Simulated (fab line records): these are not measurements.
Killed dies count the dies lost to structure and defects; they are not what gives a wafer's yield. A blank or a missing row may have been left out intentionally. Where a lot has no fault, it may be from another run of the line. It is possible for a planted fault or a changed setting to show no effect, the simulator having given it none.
2 desks, one fault + flow gf180mcu + only its own numbers are on each desk; what lay behind them is given at the end

## FROM THE METROLOGY DESK
What the gauges read, lot by lot, whatever tool the lot ran on: means of the sampled wafers that have a number. Marked OUT: a lot whose mean sits more than 4 standard deviations from the usual mean, which makes it out of limits; the brackets give that distance.
Columns: A = cdNm at GF_SAB_CD_MEAS_09, usual 419.7 nm; B = SAB_OVL at GF_SAB_OVL_MEAS_10, usual -0.5 nm
| lot  | first seen here | A     | B    |
|------|-----------------|-------|------|
| L826 | day 18 03:26    | 421.8 | -1.9 |
| L829 | day 19 03:30    | 420.0 | -0.4 |
| L828 | day 19 10:05    | 415.9 | 0.9  |
| L830 | day 20 00:10    | 417.3 | -1.5 |
| L840 | day 23 00:51    | 417.1 | -0.9 |
| L841 | day 23 11:03    | 419.8 | 0.5  |
Finding of this desk: none of the 6 lots has anything out of limits.

## TOOL OWNER'S DESK, pvdSputter-01
The tool's own readings at GF_SALICIDE_SPUTTER_02 (material Co, target thk 10 nm, time 20 s): means of the sampled wafers that have a number, for each lot that ran on this tool. Marked OUT: a lot whose mean sits more than 4 standard deviations from the usual mean, which makes it out of limits; the brackets give that distance.
Columns: A = throttleValvePct at GF_SALICIDE_SPUTTER_02, usual 30.7 %
| lot  | first seen here | A    |
|------|-----------------|------|
| L826 | day 18 03:56    | 30.6 |
| L829 | day 19 04:01    | 30.8 |
| L828 | day 19 10:35    | 30.5 |
| L830 | day 20 00:38    | 30.7 |
| L841 | day 23 11:32    | 30.8 |
Finding of this desk: none of the 5 lots has anything out of limits.

## ALL TOGETHER
The metrology desk saw nothing out of limits.
The tool owner's desk saw nothing out of limits.

## WHAT THE SIMULATOR HAD PUT IN
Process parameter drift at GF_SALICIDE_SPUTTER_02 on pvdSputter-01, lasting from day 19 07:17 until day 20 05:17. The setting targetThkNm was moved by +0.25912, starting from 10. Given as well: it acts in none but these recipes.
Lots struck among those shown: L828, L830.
